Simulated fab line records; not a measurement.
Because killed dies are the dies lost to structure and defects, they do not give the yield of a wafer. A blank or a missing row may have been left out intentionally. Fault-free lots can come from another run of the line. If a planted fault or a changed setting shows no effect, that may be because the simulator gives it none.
fab line records    flow sfq_line
record: lots: 6  wafers: 18  last_day: 80
route steps=325 shown M4@152 I4@163 JJ@178 M5@206
lots that met no fault: from a run of the same line without faults
start_h: hours from the record's first day to the start of the lot's first wafer shown    wait_h: hours from the lot's prior step to this one    " the same as in the row above    L1.1+2: a single row standing in for several wafers    - no value present, or no start provided    * or withheld: withheld    < > ~ a bound
route shown NAME@n: NAME is a module with steps in the file, n the number in the route of the first one    usual: mean and standard deviation over wafers with no fault    same: alike in all rows    chamber/n: place in a boat    sites: each site's reading    _std_site: standard deviation of those values    _edge_site: the outer-site mean with the inner-site mean subtracted    radius_mm: for every site, how far away it sits from the centre of the wafer    mask NAME#n: copy n    behind: the last tool/chamber to shape the wafer    hold: why the lot went on hold/how many hours it stayed there/how the hold came to an end    device: whichever transistor did not switch (one of n, p or np)    end of line: the tests these same wafers got at the end of their route    step lacking rows: just its recipe    killed: at the first sort, the dies lost to defects and structure; wafer yield is something else    map: shows each die of a wafer: x if killed, . if not, _ if none is there
set.NAME: the setting as run; set.NAME@STEP: as run at that earlier step    model.NAME: the simulator's own value behind a step, which no gauge read
lots at some steps of the route; a table a step, a row a wafer
services: when a tool's chamber went out of use (start_h, in hours from the record's first day, below 0 if earlier), for how many hours, and the reason
== steps ==
step: SFQ_TRILAYER_M4_LITHO_COAT_098
recipe: resist: BARC  spin_rpm: 3000  resist_thk_nm: 62
step: SFQ_TRILAYER_M4_LITHO_COAT_093
recipe: resist: KrF  spin_rpm: 3000  resist_thk_nm: 600
step: SFQ_TRILAYER_M4_LITHO_SOFTBAKE_097
recipe: temp_c: withheld  time_s: withheld  resist: KrF
step: SFQ_TRILAYER_M4_LITHO_EXPOSE_094
recipe: mask_id: M4  na: 0.6  source_shape: conventional  sigma_outer: 0.65  target_cd_nm: 500  dose_mj: 14.4
step: SFQ_TRILAYER_M4_LITHO_PEB_096
recipe: peb_temp_c: 115  peb_time_s: 60  resist: KrF
step: SFQ_TRILAYER_M4_LITHO_DEVELOP_095
recipe: time_s: 60  resist: KrF
step: SFQ_M4_OVL_MEAS_926
usual: M4_OVL: 2/6.1
lot.wafer  tool        chamber  start_h  wait_h  M4_OVL[nm]
L455.2     overlay-02  -        885.38   0.1     0
L455.3     "           -        "        "       -6
L455.5     "           -        "        "       -6
L457.2     overlay-01  -        995.94   0.1     7
L457.5     "           -        "        "       12
L457.6     "           -        "        "       3
L459.1     overlay-02  -        1005.53  0.1     6
L459.2     "           -        "        "       9
L459.3     "           -        "        "       5
L460.1     overlay-01  -        1007.93  0.1     -1
L460.4     "           -        "        "       -7
L460.6     "           -        "        "       -7
L462.2     overlay-02  -        1063.46  0.1     5
L462.4     "           -        "        "       1
L462.6     "           -        "        "       6
L477.2     overlay-02  -        1399.52  0.1     7
L477.4     "           -        "        "       6
L477.6     "           -        "        "       4
step: SFQ_TRILAYER_M4_BARC_OPEN_METAL_ETCH_123
recipe: mask_material: PR  chemistry: O2  target_depth_nm: 125  target: BARC  icp_w: 600  bias_w: 80  pressure_mtorr: 10  time_s: 41.7
step: SFQ_TRILAYER_M4_ETCH_METAL_ETCH_096
recipe: target: Nb  stop_on: SiO2  mask_material: PR  chemistry: Cl2/Ar  target_depth_nm: 240  icp_w: 600  bias_w: 80  pressure_mtorr: 10  time_s: 120
step: SFQ_TRILAYER_M4_STRIP_STRIP_097
recipe: gas: O2  power_w: 200  platen_temp_c: 40  overash_fraction: 0.65  chemistry: O2  pressure_mtorr: 50
usual: drypump_motor_current_A: 5.8/0.63  oes_product_au: 0.997/0.0075
lot.wafer  tool          chamber  start_h  wait_h  drypump_motor_current_A  oes_product_au  rf_hours_counter_h
L455.2     rie_metal-04  0        885.60   0.1     6.2                      0.994           55
L455.3     "             1        "        "       5.0                      1.002           -
L455.5     "             0        "        "       6.2                      0.997           -
L457.2     rie_metal-04  1        996.15   0.1     5.0                      0.984           39
L457.5     "             1        "        "       5.1                      0.986           -
L457.6     "             0        "        "       6.2                      0.995           -
L459.1     rie_metal-03  0        1005.75  0.1     6.3                      0.990           120
L459.2     "             1        "        "       6.5                      0.998           112
L459.3     "             1        "        "       6.5                      1.005           -
L460.1     rie_metal-02  0        1008.15  0.1     4.8                      1.016           110
L460.4     "             1        "        "       6.0                      1.001           -
L460.6     "             0        "        "       4.9                      1.010           -
L462.2     rie_metal-04  0        1063.68  0.1     6.2                      0.988           84
L462.4     "             1        "        "       5.0                      0.991           -
L462.6     "             1        "        "       5.0                      0.996           -
L477.2     rie_metal-02  0        1399.74  0.1     4.8                      1.011           20
L477.4     "             1        "        "       6.0                      0.988           -
L477.6     "             1        "        "       6.0                      0.991           -
step: SFQ_TRILAYER_M4_STRIP_SOLV_CLEAN_098
recipe: chemistry: NMP  temp_c: 70  time_s: 600
step: SFQ_TRILAYER_I4_DEP_PECVD_099
recipe: material: SiO2  temp_c: 150  time_s: 111.11  pressure_torr: 2.4  rf_w: 183.3  precursor: SiH4/N2O  target_thk_nm: 500
step: SFQ_TRILAYER_I4_CMP_CMP_100
recipe: material: SiO2  down_force_psi: 3  platen_rpm: 60  pad_velocity_m_s: 0.94248
usual: motor_current_A: 9.9/0.79  time_to_endpoint_s: 212/9
lot.wafer  tool    chamber  start_h  wait_h  motor_current_A  time_to_endpoint_s  model.SiO2_of_TRILAYER_I4_DEP_PECVD_099.thk_nm
L455.3     cmp-01  3        927.68   41.3    9.8              216                 199.5
L455.2     "       1        928.68   42.3    12.5             198                 196.8
L455.5     "       3        929.68   43.2    9.3              213                 199.4
L457.2     cmp-02  2        1047.53  50.6    10.2             202                 199.5
L457.6     "       3        "        "       9.4              222                 201
L457.5     "       0        "        "       10.0             211                 199.9
L459.1     cmp-01  2        1054.33  47.8    9.2              210                 198.2
L459.3     "       3        "        "       10.2             225                 179.3
L459.2     "       0        "        "       10.3             218                 178
L460.4     cmp-01  0        1057.33  48.3    10.2             200                 197.2
L460.1     "       2        1058.33  49.4    8.9              195                 198.1
L460.6     "       3        "        "       9.3              228                 179
L462.4     cmp-02  1        1099.35  34.8    9.4              232                 203
L462.2     "       2        "        "       10.7             212                 199.7
L462.6     "       2        1101.85  37.3    10.1             216                 200.9
L477.2     cmp-02  0        1402.19  1.6     10.0             217                 199.6
L477.4     "       1        "        "       8.7              226                 200.7
L477.6     "       2        "        "       10.0             215                 196.5
step: SFQ_I4_BOW_MEAS_927
recipe: mode: bow
usual: I4_BOW: 5/8.3
lot.wafer  tool           chamber  start_h  wait_h  I4_BOW[um]
L455.2     film_metro-03  -        930.20   1.0     10
L455.3     "              -        "        "       8
L455.5     "              -        "        "       4
L457.2     film_metro-04  -        1049.05  1.0     -17
L457.5     "              -        "        "       -10
L457.6     "              -        "        "       -10
L459.1     film_metro-04  -        1056.83  2.0     3
L459.2     "              -        "        "       14
L459.3     "              -        "        "       2
L459.1     film_metro-04  -        1058.15  1.3     -
L459.2     "              -        "        "       -
L459.3     "              -        "        "       -
L460.1     film_metro-04  -        1059.83  1.0     21
L460.4     "              -        "        "       4
L460.6     "              -        "        "       6
L460.1     film_metro-04  -        1061.15  1.3     -
L460.4     "              -        "        "       -
L460.6     "              -        "        "       -
L462.2     film_metro-03  -        1102.37  2.0     11
L462.4     "              -        "        "       3
L462.6     "              -        "        "       7
L477.2     film_metro-02  -        1404.21  1.5     11
L477.4     "              -        "        "       6
L477.6     "              -        "        "       7
step: SFQ_TRILAYER_I4_METRO_MEASURE_101
usual: thk_nm: 199.4/1.3
lot.wafer  tool           chamber  start_h  wait_h  thk_nm
L455.2     film_metro-03  -        930.50   0.3     197.0
L455.3     "              -        "        "       199.7
L455.5     "              -        "        "       199.3
L457.2     film_metro-04  -        1049.35  0.3     199.4
L457.5     "              -        "        "       199.9
L457.6     "              -        "        "       201.0
L460.1     film_metro-04  -        1064.15  3.0     198.0
L460.4     "              -        "        "       197.3
L460.6     "              -        "        "       179.1
L460.1     film_metro-04  -        1065.51  1.2     198.1
L460.4     "              -        "        "       197.0
L460.6     "              -        "        "       179.1
L459.1     film_metro-04  -        1064.49  6.3     198.2
L459.2     "              -        "        "       178.1
L459.3     "              -        "        "       179.2
L459.1     film_metro-04  -        1065.95  1.3     198.3
L459.2     "              -        "        "       178.0
L459.3     "              -        "        "       179.2
L462.2     film_metro-03  -        1102.67  0.3     199.7
L462.4     "              -        "        "       202.9
L462.6     "              -        "        "       200.9
L477.2     film_metro-02  -        1404.51  0.3     199.5
L477.4     "              -        "        "       200.8
L477.6     "              -        "        "       196.5
step: SFQ_TRILAYER_I4_VIA_LITHO_COAT_108
recipe: resist: BARC  spin_rpm: 3000  resist_thk_nm: 62
step: SFQ_TRILAYER_I4_VIA_LITHO_COAT_103
recipe: resist: KrF  spin_rpm: 3000  resist_thk_nm: 650
step: SFQ_TRILAYER_I4_VIA_LITHO_SOFTBAKE_107
recipe: temp_c: withheld  time_s: withheld  resist: KrF
step: SFQ_TRILAYER_I4_VIA_LITHO_EXPOSE_104
recipe: mask_id: I4  na: 0.6  source_shape: conventional  sigma_outer: 0.65  target_cd_nm: 700  dose_mj: 21.3
step: SFQ_TRILAYER_I4_VIA_LITHO_PEB_106
recipe: peb_temp_c: 115  peb_time_s: 60  resist: KrF
step: SFQ_TRILAYER_I4_VIA_LITHO_DEVELOP_105
recipe: time_s: 60  resist: KrF
step: SFQ_I4_OVL_MEAS_928
usual: I4_OVL: -1/5.4
lot.wafer  tool        chamber  start_h  wait_h  I4_OVL[nm]
L455.2     overlay-02  -        933.96   0.1     3
L455.3     "           -        "        "       0
L455.5     "           -        "        "       4
L457.2     overlay-02  -        1054.94  0.1     4
L457.5     "           -        "        "       0
L457.6     "           -        "        "       4
L460.1     overlay-02  -        1076.90  0.1     -4
L460.4     "           -        "        "       1
L460.6     "           -        "        "       1
L459.1     overlay-02  -        1077.92  0.1     -7
L459.2     "           -        "        "       -5
L459.3     "           -        "        "       -5
L462.2     overlay-01  -        1118.00  0.1     4
L462.4     "           -        "        "       1
L462.6     "           -        "        "       0
L477.2     overlay-01  -        1551.26  0.1     7
L477.4     "           -        "        "       10
L477.6     "           -        "        "       13
step: SFQ_TRILAYER_I4_VIA_BARC_OPEN_VIA_ETCH_146
recipe: mask_material: PR  chemistry: O2  target_depth_nm: 125  target: BARC  source_w: 500  bias_w: 80  pressure_mtorr: 30  time_s: 41.7
usual: bias_w: 80.01/0.21  drypump_motor_current_A: 5.7/0.44  oes_product_au: 0.686/0.0044
lot.wafer  tool         chamber  start_h  wait_h  bias_w  drypump_motor_current_A  oes_product_au  rf_hours_counter_h
L455.2     rie_diel-01  0        933.99   0.0     79.98   5.5                      0.681           8
L455.3     "            1        "        "       79.88   5.4                      0.689           4
L455.5     "            2        "        "       79.84   5.3                      0.694           -
L457.2     rie_diel-03  0        1054.97  0.0     80.10   5.2                      0.680           18
L457.5     "            2        "        "       79.75   6.1                      0.684           -
L457.6     "            0        "        "       79.75   5.2                      0.680           -
L460.1     rie_diel-03  2        1076.93  0.0     80.11   6.1                      0.691           9
L460.4     "            3        "        "       79.99   6.2                      0.689           -
L460.6     "            1        "        "       80.49   5.6                      0.691           -
L459.1     rie_diel-03  3        1077.96  0.0     80.22   6.2                      0.691           6
L459.2     "            2        "        "       80.04   6.1                      0.691           9
L459.3     "            1        "        "       79.91   5.6                      0.680           8
L462.2     rie_diel-03  1        1118.03  0.0     80.32   5.6                      0.693           9
L462.4     "            2        "        "       80.40   6.1                      0.691           10
L462.6     "            2        "        "       79.82   6.1                      0.679           -
L477.2     rie_diel-03  3        1551.29  0.0     79.94   6.1                      0.684           14
L477.4     "            1        "        "       79.89   5.6                      0.688           -
L477.6     "            0        "        "       80.27   5.2                      0.685           -
step: SFQ_TRILAYER_I4_VIA_ETCH_VIA_ETCH_106
recipe: target: SiO2  stop_on: Nb  mask_material: PR  taper_deg: 20  chemistry: CHF3  target_depth_nm: 260  source_w: 500  bias_w: 80  pressure_mtorr: 30  time_s: withheld
usual: bias_w: 79.97/0.24  drypump_motor_current_A: 5.7/0.45  oes_product_au: 0.852/0.0056
lot.wafer  tool         chamber  start_h  wait_h  bias_w  drypump_motor_current_A  oes_product_au  model.I4.feature_depth_nm  model.etch.depth_nm
L455.2     rie_diel-01  0        934.03   0.0     80.04   5.4                      0.849           196.8                      196.8
L455.3     "            1        "        "       80.14   5.4                      0.859           199.5                      199.5
L455.5     "            2        "        "       80.07   5.2                      0.849           199.4                      199.4
L457.2     rie_diel-03  0        1055.01  0.0     79.89   5.2                      0.858           199.5                      199.5
L457.5     "            2        "        "       79.75   6.1                      0.854           199.9                      199.9
L457.6     "            0        "        "       80.36   5.2                      0.866           201                        201
L460.1     rie_diel-03  2        1076.97  0.0     80.31   6.1                      0.842           198.1                      198.1
L460.4     "            3        "        "       79.68   6.2                      0.853           197.2                      197.2
L460.6     "            1        "        "       79.83   5.6                      0.807           179                        179
L459.1     rie_diel-03  3        1078.00  0.0     79.88   6.2                      0.861           198.2                      198.2
L459.2     "            2        "        "       79.76   6.1                      0.798           178                        178
L459.3     "            1        "        "       80.25   5.6                      0.792           179.3                      179.3
L462.2     rie_diel-03  1        1118.07  0.0     79.62   5.6                      0.860           199.7                      199.7
L462.4     "            2        "        "       79.75   6.1                      0.861           203                        203
L462.6     "            2        "        "       80.04   6.1                      0.852           200.9                      200.9
L477.2     rie_diel-03  3        1551.33  0.0     79.83   6.2                      0.853           199.6                      199.6
L477.4     "            1        "        "       80.14   5.6                      0.855           200.7                      200.7
L477.6     "            0        "        "       79.76   5.2                      0.838           196.5                      196.5
step: SFQ_TRILAYER_I4_VIA_STRIP_STRIP_107
recipe: gas: O2  power_w: 200  platen_temp_c: 40  overash_fraction: 0.65  chemistry: O2  pressure_mtorr: 50
step: SFQ_TRILAYER_I4_VIA_STRIP_SOLV_CLEAN_108
recipe: chemistry: NMP  temp_c: 70  time_s: 600
step: SFQ_TRILAYER_JJ_TRILAYER_DEP_PRE_CLEAN_113
recipe: gas: Ar  time_s: 22.5  bias_v: 250
step: SFQ_TRILAYER_JJ_TRILAYER_DEP_SPUTTER_109
recipe: material: Nb  base_pressure_pa: 1.33e-06  chamber_pressure_pa: 0.1333  substrate_temp_c: 20  target_thk_nm: 150  power_w: 2000  time_s: 100
usual: cathode_dc_power_W: 2000.0/0.34  throttle_valve_pct: 29.8/1.1
lot.wafer  tool            chamber  start_h  wait_h  cathode_dc_power_W  throttle_valve_pct
L455.2     pvd_sputter-05  -        934.95   0.0     1999.8              29.1
L455.3     "               -        "        "       2000.0              31.2
L455.5     "               -        "        "       2000.2              30.2
L457.2     pvd_sputter-06  -        1055.94  0.0     2000.1              28.0
L457.5     "               -        "        "       2000.3              28.9
L457.6     "               -        "        "       1999.6              28.0
L460.1     pvd_sputter-04  -        1077.89  0.0     2000.7              30.5
L460.4     "               -        "        "       2000.2              29.6
L460.6     "               -        "        "       2000.3              29.7
L459.1     pvd_sputter-04  -        1079.28  0.0     1999.6              29.0
L459.2     "               -        "        "       2000.1              29.5
L459.3     "               -        "        "       1999.4              30.4
L462.2     pvd_sputter-04  -        1118.98  0.0     1999.7              31.7
L462.4     "               -        "        "       2000.0              29.5
L462.6     "               -        "        "       2000.1              31.7
L477.2     pvd_sputter-05  -        1552.25  0.0     2000.3              29.1
L477.4     "               -        "        "       2000.7              30.1
L477.6     "               -        "        "       2000.0              31.0
step: SFQ_TRILAYER_JJ_TRILAYER_DEP_SPUTTER_110
recipe: material: Al  base_pressure_pa: 1.33e-06  target_thk_nm: 8  power_w: 500  time_s: 10  chamber_pressure_pa: 0.4
step: SFQ_TRILAYER_JJ_TRILAYER_DEP_AL_OXIDATION_111
recipe: pressure_mbar: 0.014667  oxidation_time_s: 600  temperature_k: 293
step: SFQ_TRILAYER_JJ_TRILAYER_DEP_SPUTTER_112
recipe: material: Nb  base_pressure_pa: 1.33e-06  chamber_pressure_pa: 0.1333  substrate_temp_c: 20  target_thk_nm: 170  power_w: 2000  time_s: 113.3
usual: cathode_dc_power_W: 2000.0/0.36  throttle_valve_pct: 29.7/1.1
lot.wafer  tool            chamber  start_h  wait_h  cathode_dc_power_W  throttle_valve_pct
L455.2     pvd_sputter-05  -        936.04   0.5     1999.9              28.9
L455.3     "               -        "        "       2000.0              31.5
L455.5     "               -        "        "       2000.3              30.1
L457.2     pvd_sputter-06  -        1057.04  0.5     2000.5              27.8
L457.5     "               -        "        "       2000.4              28.8
L457.6     "               -        "        "       2000.1              27.9
L460.1     pvd_sputter-04  -        1078.98  0.5     2000.3              30.2
L460.4     "               -        "        "       2000.4              29.5
L460.6     "               -        "        "       1999.8              29.6
L459.1     pvd_sputter-04  -        1080.38  0.5     2000.4              29.0
L459.2     "               -        "        "       2000.2              29.6
L459.3     "               -        "        "       2000.1              30.4
L462.2     pvd_sputter-04  -        1120.08  0.5     2000.3              31.9
L462.4     "               -        "        "       1999.9              29.4
L462.6     "               -        "        "       2000.4              31.6
L477.2     pvd_sputter-05  -        1553.34  0.5     1999.6              29.0
L477.4     "               -        "        "       2000.4              30.1
L477.6     "               -        "        "       2000.5              31.4
step: SFQ_JJ_RS_MEAS_929
recipe: thk_meas_gauge: four-point-probe  reads: Nb_of_TRILAYER_JJ_TRILAYER_DEP_SPUTTER_112
usual: JJ_NB_RS: 1.046/0.011
lot.wafer  tool           chamber  start_h  wait_h  JJ_NB_RS[ohm/sq]
L455.2     film_metro-02  -        936.14   0.1     1.052
L455.3     "              -        "        "       1.053
L455.5     "              -        "        "       1.052
L457.2     film_metro-02  -        1057.14  0.1     1.039
L457.5     "              -        "        "       1.048
L457.6     "              -        "        "       1.040
L460.1     film_metro-02  -        1079.06  0.0     1.027
L460.4     "              -        "        "       1.043
L460.6     "              -        "        "       1.040
L459.1     film_metro-02  -        1080.47  0.1     1.018
L459.2     "              -        "        "       1.023
L459.3     "              -        "        "       1.027
L462.2     film_metro-04  -        1120.18  0.1     1.053
L462.4     "              -        "        "       1.051
L462.6     "              -        "        "       1.050
L477.2     film_metro-02  -        1553.44  0.1     1.061
L477.4     "              -        "        "       1.046
L477.6     "              -        "        "       1.066
step: SFQ_TRILAYER_JJ_CE_LITHO_COAT_119
recipe: resist: BARC  spin_rpm: 3000  resist_thk_nm: 62
step: SFQ_TRILAYER_JJ_CE_LITHO_COAT_114
recipe: resist: KrF  spin_rpm: 3000  resist_thk_nm: 600
step: SFQ_TRILAYER_JJ_CE_LITHO_SOFTBAKE_118
recipe: temp_c: withheld  time_s: withheld  resist: KrF
step: SFQ_TRILAYER_JJ_CE_LITHO_EXPOSE_115
recipe: mask_id: J5  na: 0.6  source_shape: conventional  sigma_outer: 0.65  target_cd_nm: 700  dose_mj: 14.4
step: SFQ_TRILAYER_JJ_CE_LITHO_PEB_117
recipe: peb_temp_c: 115  peb_time_s: 60  resist: KrF
step: SFQ_TRILAYER_JJ_CE_LITHO_DEVELOP_116
recipe: time_s: 60  resist: KrF
step: SFQ_JJ_OVL_MEAS_931
usual: J5_OVL: 0/6.1
lot.wafer  tool        chamber  start_h  wait_h  J5_OVL[nm]
L455.2     overlay-02  -        1051.26  0.1     4
L455.3     "           -        "        "       -5
L455.5     "           -        "        "       0
L457.2     overlay-02  -        1173.20  0.1     0
L457.5     "           -        "        "       -2
L457.6     "           -        "        "       -2
L459.1     overlay-01  -        1180.40  0.1     8
L459.2     "           -        "        "       16
L459.3     "           -        "        "       3
L460.1     overlay-01  -        1186.97  0.1     -8
L460.4     "           -        "        "       -7
L460.6     "           -        "        "       5
L462.2     overlay-02  -        1190.12  0.1     5
L462.4     "           -        "        "       5
L462.6     "           -        "        "       1
L477.2     overlay-02  -        1555.86  0.1     -10
L477.4     "           -        "        "       -7
L477.6     "           -        "        "       -2
step: SFQ_TRILAYER_JJ_CE_METRO_MEASURE_117
usual: cd_nm: 699.9/1.3
lot.wafer  tool       chamber  start_h  wait_h  cd_nm
L455.2     cd_sem-01  -        1051.49  0.2     699.8
L455.3     "          -        "        "       699.6
L455.5     "          -        "        "       701.9
L457.2     cd_sem-01  -        1173.43  0.2     701.0
L457.5     "          -        "        "       702.1
L457.6     "          -        "        "       701.9
L459.1     cd_sem-01  -        1180.43  0.0     699.0
L459.2     "          -        "        "       698.4
L459.3     "          -        "        "       697.5
L460.1     cd_sem-02  -        1187.00  0.0     697.8
L460.4     "          -        "        "       699.2
L460.6     "          -        "        "       698.8
L462.2     cd_sem-02  -        1190.35  0.2     700.3
L462.4     "          -        "        "       700.2
L462.6     "          -        "        "       700.5
L477.2     cd_sem-01  -        1556.09  0.2     699.9
L477.4     "          -        "        "       699.3
L477.6     "          -        "        "       701.0
step: SFQ_TRILAYER_JJ_CE_BARC_OPEN_RIE_150
recipe: mask_material: PR  chemistry: O2  target_depth_nm: 240  target: BARC  icp_w: 600  bias_w: 80  pressure_mtorr: 10  time_s: 80
step: SFQ_TRILAYER_M5_ETCH_METAL_ETCH_126
recipe: target: Nb  stop_on: SiO2  mask_material: PR  over_etch_frac: 0.15  time_s: 203.2  chemistry: Cl2/BCl3  target_depth_nm: 265  icp_w: 600  bias_w: 80  pressure_mtorr: 10
usual: bias_w: 79.99/0.23  drypump_motor_current_A: 5.9/0.52  oes_product_au: 0.726/0.0059
lot.wafer  tool          chamber  start_h  wait_h  bias_w  drypump_motor_current_A  oes_product_au  rf_hours_counter_h  model.SiO2_of_TRILAYER_I4_DEP_PECVD_099.thk_nm
L455.2     rie_metal-04  1        1169.69  0.0     80.40   5.1                      0.718           67                  177.3
L455.3     "             1        "        "       80.22   5.0                      0.731           -                   180.1
L455.5     "             1        "        "       80.27   5.0                      0.726           -                   179.8
L457.2     rie_metal-03  0        1178.87  0.0     79.87   6.3                      0.732           151                 180
L457.5     "             1        "        "       80.12   6.5                      0.736           -                   180.1
L457.6     "             0        "        "       79.67   6.3                      0.736           -                   181.5
L459.1     rie_metal-01  0        1305.15  0.0     79.74   5.8                      0.723           104                 178.4
L459.2     "             1        "        "       79.95   6.1                      0.728           124                 158.2
L459.3     "             0        "        "       79.93   5.8                      0.724           -                   159.5
L460.1     rie_metal-01  1        1315.95  0.0     80.14   6.1                      0.717           125                 178.3
L460.4     "             0        "        "       80.00   5.8                      0.724           -                   177.4
L460.6     "             1        "        "       80.11   6.0                      0.720           -                   159.3
L462.2     rie_metal-04  1        1322.07  0.0     80.18   5.1                      0.724           88                  180.1
L462.4     "             1        "        "       79.96   5.1                      0.720           -                   183.3
L462.6     "             0        "        "       80.02   6.2                      0.731           -                   181.1
L477.2     rie_metal-04  0        1562.12  0.0     80.28   6.2                      0.728           8                   179.9
L477.4     "             1        "        "       79.96   5.0                      0.725           -                   181.1
L477.6     "             0        "        "       80.00   6.2                      0.730           -                   176.9
== services ==
tool            chamber  start_h  hours  kind
pvd_sputter-04  -        929.46   3.9    repair
rie_diel-03     1        939.64   3.7    repair
rie_diel-03     3        963.12   5.3    repair
rie_diel-03     2        968.31   1.7    repair
rie_diel-03     3        1031.74  29.1   repair
rie_diel-03     0        1058.77  11.5   repair
rie_diel-03     -        1173.56  0.7    repair
rie_diel-03     3        1187.24  3.4    repair
rie_diel-03     3        1204.13  10.4   repair
rie_diel-03     -        1204.82  0.5    repair
pvd_sputter-04  -        1205.86  13.4   repair
rie_metal-04    0        1256.47  6.9    repair
rie_diel-03     -        1261.25  14.6   pm
rie_diel-03     0        1282.28  3.8    repair
rie_diel-03     2        1307.49  2.7    repair
rie_diel-03     -        1353.61  2.8    pm
rie_diel-03     0        1360.57  6.8    repair
rie_diel-03     1        1365.90  3.1    repair
rie_metal-04    -        1375.47  2.8    pm
rie_diel-03     -        1386.75  34.4   repair
rie_diel-03     0        1455.73  1.7    repair
rie_diel-03     3        1459.27  11.4   repair
rie_diel-03     2        1499.09  58.7   repair
rie_diel-03     1        1505.39  9.7    repair
== key ==
first_sign: step: SFQ_I4_BOW_MEAS_927  reading: visit  direction: added
effect: step: SFQ_TRILAYER_I4_METRO_MEASURE_101  reading: visit  direction: added
effect: step: SFQ_TRILAYER_I4_METRO_MEASURE_101  reading: thk_nm  direction: down  sigmas: 16  usual: 199.4  struck: 178.8
effect: step: SFQ_TRILAYER_I4_VIA_ETCH_VIA_ETCH_106  reading: oes_product_au  direction: down  sigmas: 9.6  usual: 0.852  struck: 0.799
model_effect: step: SFQ_TRILAYER_I4_CMP_CMP_100  value: SiO2_of_TRILAYER_I4_DEP_PECVD_099.thk_nm  without: 198.8  struck: 178.8
model_effect: step: SFQ_TRILAYER_I4_VIA_ETCH_VIA_ETCH_106  value: I4.feature_depth_nm  without: 198.8  struck: 178.8
model_effect: step: SFQ_TRILAYER_M5_ETCH_METAL_ETCH_126  value: SiO2_of_TRILAYER_I4_DEP_PECVD_099.thk_nm  without: 179  struck: 159
met_at SFQ_TRILAYER_I4_CMP_CMP_100
struck_wafers L459.2,L459.3,L460.6
fault: kind: process_parameter_drift  tool: cmp-01  chamber: -  onset_h: 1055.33  steps: SFQ_TRILAYER_I4_CMP_CMP_100  channel: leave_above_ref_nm  offset: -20  shape: step  end_h: 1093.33  scope: struck_wafers_only  acts_in: these_recipes_only  stated: 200
